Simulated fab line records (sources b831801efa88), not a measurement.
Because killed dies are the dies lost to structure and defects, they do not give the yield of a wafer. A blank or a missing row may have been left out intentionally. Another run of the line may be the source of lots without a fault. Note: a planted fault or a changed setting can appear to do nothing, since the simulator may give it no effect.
Which tool did it? :: flow gf180mcu :: 42 wafers from 14 lots sampled at 4 of the route's 602 steps

## WHAT THE GAUGES SHOWED, per wafer
GF_STI_THK_MEAS_02.
lot: L948
measured: day 1 17:54
on: filmMetro-02
STI_OXIDATION_THK (nm): 10.00 9.95 9.94

lot: L949
measured: day 1 21:31
on: filmMetro-01
STI_OXIDATION_THK (nm): 10.17 10.11 10.02

lot: L950
measured: day 2 02:31
on: filmMetro-03
STI_OXIDATION_THK (nm): 10.30 10.46 10.38

lot: L951
measured: day 2 07:38
on: filmMetro-03
STI_OXIDATION_THK (nm): 10.11 10.12 10.12

lot: L954
measured: day 2 22:52
on: filmMetro-01
STI_OXIDATION_THK (nm): 10.46 10.37 10.30

lot: L955
measured: day 3 03:40
on: filmMetro-03
STI_OXIDATION_THK (nm): 10.48 10.40 10.41

lot: L957
measured: day 3 13:31
on: filmMetro-02
STI_OXIDATION_THK (nm): 9.96 9.98 10.10

lot: L961
measured: day 4 09:52
on: filmMetro-02
STI_OXIDATION_THK (nm): 9.98 9.88 9.94

lot: L964
measured: day 5 00:31
on: filmMetro-02
STI_OXIDATION_THK (nm): 9.83 9.69 9.83

lot: L965
measured: day 5 06:29
on: filmMetro-03
STI_OXIDATION_THK (nm): 10.31 10.26 10.30

lot: L966
measured: day 5 10:47
on: filmMetro-03
STI_OXIDATION_THK (nm): 10.00 9.96 10.14

lot: L967
measured: day 5 15:31
on: filmMetro-01
STI_OXIDATION_THK (nm): 9.95 9.95 9.88

lot: L968
measured: day 5 20:32
on: filmMetro-02
STI_OXIDATION_THK (nm): 9.97 10.00 9.89

lot: L969
measured: day 6 02:17
on: filmMetro-03
STI_OXIDATION_THK (nm): 9.91 10.01 10.02

GF_MVPSD_OVL_MEAS_07.
lot: L948
measured: day 5 08:34
on: overlay-01
MVPSD_OVL (nm): 3.4 1.9 2.6

lot: L949
measured: day 5 11:42
on: overlay-01
MVPSD_OVL (nm): 1.2 0.7 0.7

lot: L950
measured: day 5 17:49
on: overlay-02
MVPSD_OVL (nm): 0.9 1.1 1.4

lot: L951
measured: day 5 23:19
on: overlay-02
MVPSD_OVL (nm): 3.0 2.8 3.6

lot: L954
measured: day 6 18:57
on: overlay-02
MVPSD_OVL (nm): 1.1 0.9 1.6

lot: L955
measured: day 7 00:22
on: overlay-01
MVPSD_OVL (nm): 1.1 -0.6 0.9

lot: L957
measured: day 7 12:37
on: overlay-01
MVPSD_OVL (nm): 3.2 2.1 1.4

lot: L961
measured: day 8 14:09
on: overlay-02
MVPSD_OVL (nm): 0.5 1.0 -1.3

lot: L964
measured: day 9 05:18
on: overlay-02
MVPSD_OVL (nm): 3.1 3.2 3.6

lot: L965
measured: day 9 12:17
on: overlay-02
MVPSD_OVL (nm): 0.4 0.0 0.4

lot: L966
measured: day 9 16:25
on: overlay-01
MVPSD_OVL (nm): 1.6 1.4 1.2

lot: L967
measured: day 10 00:12
on: overlay-01
MVPSD_OVL (nm): 0.2 0.4 -0.5

lot: L968
measured: day 10 05:35
on: overlay-02
MVPSD_OVL (nm): 1.8 0.7 0.3

lot: L969
measured: day 10 10:42
on: overlay-02
MVPSD_OVL (nm): 1.2 1.6 0.4

GF_VT_IMPLANT_RS_MEAS_47: measurement is done with a four-point probe.
lot: L948
measured: day 7 23:25
on: filmMetro-03
NWELL_RS (ohm/sq): 487.6 488.3 488.1

lot: L949
measured: day 8 02:17
on: filmMetro-03
NWELL_RS (ohm/sq): 487.3 488.0 487.8

lot: L950
measured: day 8 08:08
on: filmMetro-02
NWELL_RS (ohm/sq): 486.5 487.7 485.7

lot: L951
measured: day 8 16:01
on: filmMetro-02
NWELL_RS (ohm/sq): 485.5 487.1 485.4

lot: L954
measured: day 9 12:43
on: filmMetro-02
NWELL_RS (ohm/sq): 485.5 487.5 486.7

lot: L955
measured: day 9 19:14
on: filmMetro-03
NWELL_RS (ohm/sq): 488.9 488.9 489.6

lot: L957
measured: day 10 10:23
on: filmMetro-04
NWELL_RS (ohm/sq): 489.1 488.8 489.4

lot: L961
measured: day 11 14:37
on: filmMetro-03
NWELL_RS (ohm/sq): 487.9 489.4 489.0

lot: L964
measured: day 12 07:19
on: filmMetro-03
NWELL_RS (ohm/sq): 490.3 490.0 489.3

lot: L965
measured: day 12 15:44
on: filmMetro-04
NWELL_RS (ohm/sq): 486.5 485.7 487.1

lot: L966
measured: day 12 20:37
on: filmMetro-04
NWELL_RS (ohm/sq): 487.8 487.2 487.3

lot: L967
measured: day 13 04:55
on: filmMetro-04
NWELL_RS (ohm/sq): 488.9 488.0 488.3

lot: L968
measured: day 13 12:13
on: filmMetro-03
NWELL_RS (ohm/sq): 488.0 488.1 489.0

lot: L969
measured: day 13 17:40
on: filmMetro-04
NWELL_RS (ohm/sq): 487.1 488.2 486.8

## WHICH TOOL RAN EACH LOT (tool, then ch and the chambers of the sampled wafers, then the start)
lot: L948
GF_LVPWELL_IMPLANT_09: implanter-04 ch 0, day 4 04:38

lot: L949
GF_LVPWELL_IMPLANT_09: implanter-01 ch 0, day 4 07:35

lot: L950
GF_LVPWELL_IMPLANT_09: implanter-02 ch 0, day 4 13:07

lot: L951
GF_LVPWELL_IMPLANT_09: implanter-04 ch 0, day 4 18:26

lot: L954
GF_LVPWELL_IMPLANT_09: implanter-04 ch 0, day 5 12:32

lot: L955
GF_LVPWELL_IMPLANT_09: implanter-02 ch 0, day 5 17:26

lot: L957
GF_LVPWELL_IMPLANT_09: implanter-01 ch 0, day 6 04:55

lot: L961
GF_LVPWELL_IMPLANT_09: implanter-01 ch 0, day 7 05:28

lot: L964
GF_LVPWELL_IMPLANT_09: implanter-01 ch 0, day 7 19:32

lot: L965
GF_LVPWELL_IMPLANT_09: implanter-02 ch 0, day 8 03:04

lot: L966
GF_LVPWELL_IMPLANT_09: implanter-04 ch 0, day 8 07:01

lot: L967
GF_LVPWELL_IMPLANT_09: implanter-04 ch 0, day 8 13:38

lot: L968
GF_LVPWELL_IMPLANT_09: implanter-02 ch 0, day 8 18:41

lot: L969
GF_LVPWELL_IMPLANT_09: implanter-02 ch 0, day 9 00:10
- GF_LVPWELL_IMPLANT_09

## WHAT THE TOOLS THEMSELVES READ (means of the sampled wafers that have a number; where no wafer has one, the mark that the record gives instead)
GF_LVPWELL_IMPLANT_09.
lot: L948
tool: implanter-04
beamEnergyKeV: 60.015

lot: L949
tool: implanter-01
beamEnergyKeV: 59.973

lot: L950
tool: implanter-02
beamEnergyKeV: 59.980

lot: L951
tool: implanter-04
beamEnergyKeV: 59.974

lot: L954
tool: implanter-04
beamEnergyKeV: 60.006

lot: L955
tool: implanter-02
beamEnergyKeV: 60.004

lot: L957
tool: implanter-01
beamEnergyKeV: 60.003

lot: L961
tool: implanter-01
beamEnergyKeV: 55.775

lot: L964
tool: implanter-01
beamEnergyKeV: 55.788

lot: L965
tool: implanter-02
beamEnergyKeV: 60.011

lot: L966
tool: implanter-04
beamEnergyKeV: 60.002

lot: L967
tool: implanter-04
beamEnergyKeV: 60.002

lot: L968
tool: implanter-02
beamEnergyKeV: 59.986

lot: L969
tool: implanter-02
beamEnergyKeV: 59.979

## THE ANSWER, worked out from the rows above alone
Rule: the usual values come from the lots themselves. The widest of any qualifying gaps counts: lots, ordered by their means at a reading, are off when they make up no more than a third of the lots, leave a main group of 4 or more, and stand apart from it by 3 or more times the standard deviation of that group's means. If all means in a main group match to the digits the tables above print for the reading, that group is not used. Also off: a lot with no number at a reading for which 4 or more lots have one. Any other lot the step has rows for is counted as sound. The gauges are gone through in route order, then the tools' own readings, and for those a lot's mean is taken as printed above. At the first step where some lot is off, the reading lying furthest off is the one used; lots without a number count as furthest.
Off: L961, L964, at GF_LVPWELL_IMPLANT_09 (beamEnergyKeV). For the main group the mean is 59.995 and the standard deviation 0.014.
A tool fits if, at that step or a process step before it, it ran every lot that is off, and no sound lot after the first of them. One fits: implanter-01 at GF_LVPWELL_IMPLANT_09. Its last sound lot is L957 (day 6 04:55), its first lot that is off L961 (day 7 05:28): a fault that began between those two fits.
The tool's own readings at GF_LVPWELL_IMPLANT_09 bear it out: on the lots that are off they differ by more than 5 times the standard deviation of the sound lots' means. beamEnergyKeV reads 55.781 there against 59.995 on the sound lots.

## WHAT THE SIMULATOR PUT IN
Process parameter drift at GF_LVPWELL_IMPLANT_09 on implanter-01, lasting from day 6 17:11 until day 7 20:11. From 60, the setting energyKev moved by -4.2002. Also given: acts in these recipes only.
Lots struck among those shown: L961, L964. Same finding as the rule above.
